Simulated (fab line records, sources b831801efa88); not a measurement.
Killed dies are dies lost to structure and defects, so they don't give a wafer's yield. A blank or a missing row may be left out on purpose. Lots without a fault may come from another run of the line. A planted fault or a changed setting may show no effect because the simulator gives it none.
One fault seen from 2 desks | flow sky130 | each desk has only its own numbers; what lay behind them comes last
Where a reading is given only as a bound, like >300, the bound stands for it, and a mean or a difference that rests on one is marked > or <: the true number lies beyond.

THE METROLOGY DESK
What the gauges read, lot by lot, whatever tool the lot ran on: means of the sampled wafers that have a number. A lot is out of limits, marked OUT, if its mean lies more than 4 standard deviations from the usual mean; the brackets give that distance.
Columns: A = CAP2M_TIN_THK at SKY_CAP2M_THK_MEAS_04, usual 197.0 nm; B = cd_nm at SKY_METAL4_CD_MEAS_13, usual 299.7 nm; C = VIA4_W_RS at SKY_VIA4_RS_MEAS_19, usual 0.2261 ohm/sq; D = VIA4_W_THK at SKY_VIA4_THK_MEAS_20, usual 496 nm
lot  | first seen here | A     | B     | C                         | D
L559 | day 40 21:44    | 197.1 | 300.8 | 0.2242                    | 503
L558 | day 40 22:22    | 199.8 | 298.7 | 0.2265                    | 496
L562 | day 41 18:07    | 197.6 | 297.9 | 0.2277                    | 494
L564 | day 42 19:49    | 196.8 | 301.1 | 0.2266                    | 494
L565 | day 43 00:01    | 198.7 | 300.9 | 0.2264                    | 495
L567 | day 43 01:22    | 196.8 | 300.3 | 57.9267 (+99 or more) OUT | <0 (<-92) OUT
L568 | day 43 18:19    | 195.8 | 300.1 | 58.9950 (+99 or more) OUT | <0 (<-92) OUT
L577 | day 46 07:00    | 196.1 | 299.1 | 0.2267                    | 494
L578 | day 46 12:08    | 195.6 | 302.0 | 0.2264                    | 497
L579 | day 46 19:59    | 197.1 | 296.3 | 0.2261                    | 496
This desk's finding: out of limits on L567, L568; first on L567, day 45 23:34 (VIA4_W_RS at SKY_VIA4_RS_MEAS_19). In limits: L559, L558, L562, L564, L565, L577, L578, L579.

THE TOOL OWNER'S DESK: cvd_w-01
The tool's own readings at SKY_VIA4_CVD_18 (deposits W, target thk 505 nm, time 152.14 s): means of the sampled wafers that have a number, for each lot that ran on this tool. A lot is out of limits, marked OUT, if its mean lies more than 4 standard deviations from the usual mean; the brackets give that distance.
Columns: A = chamber_pressure_Torr at SKY_VIA4_CVD_18, usual 39.99 Torr; B = heater_power_outer_w at SKY_VIA4_CVD_18, usual 473 W; C = heater_power_w at SKY_VIA4_CVD_18, usual 765 W
lot  | first seen here | A     | B   | C
L559 | day 44 00:59    | 39.96 | 437 | 728
L562 | day 44 18:50    | 39.97 | 446 | 747
L564 | day 45 17:31    | 39.89 | 452 | 732
L579 | day 49 08:16    | 39.99 | 442 | 736
This desk's finding: nothing out of limits on any of the 4 lots.

PUT TOGETHER
The metrology desk could have raised an alarm at day 45 23:34, on L567, L568.
The tool owner's desk saw nothing out of limits.
The tool owner's desk has no number on record for L567, L568.
Of the lots named, all ran SKY_VIA4_CVD_18 on cvd_w-01.

WHAT THE SIMULATOR HAD PUT IN
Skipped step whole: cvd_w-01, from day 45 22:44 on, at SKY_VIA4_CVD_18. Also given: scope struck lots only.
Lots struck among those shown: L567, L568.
Hours from the fault's start to each desk's first reading out of limits: the metrology desk, 1.
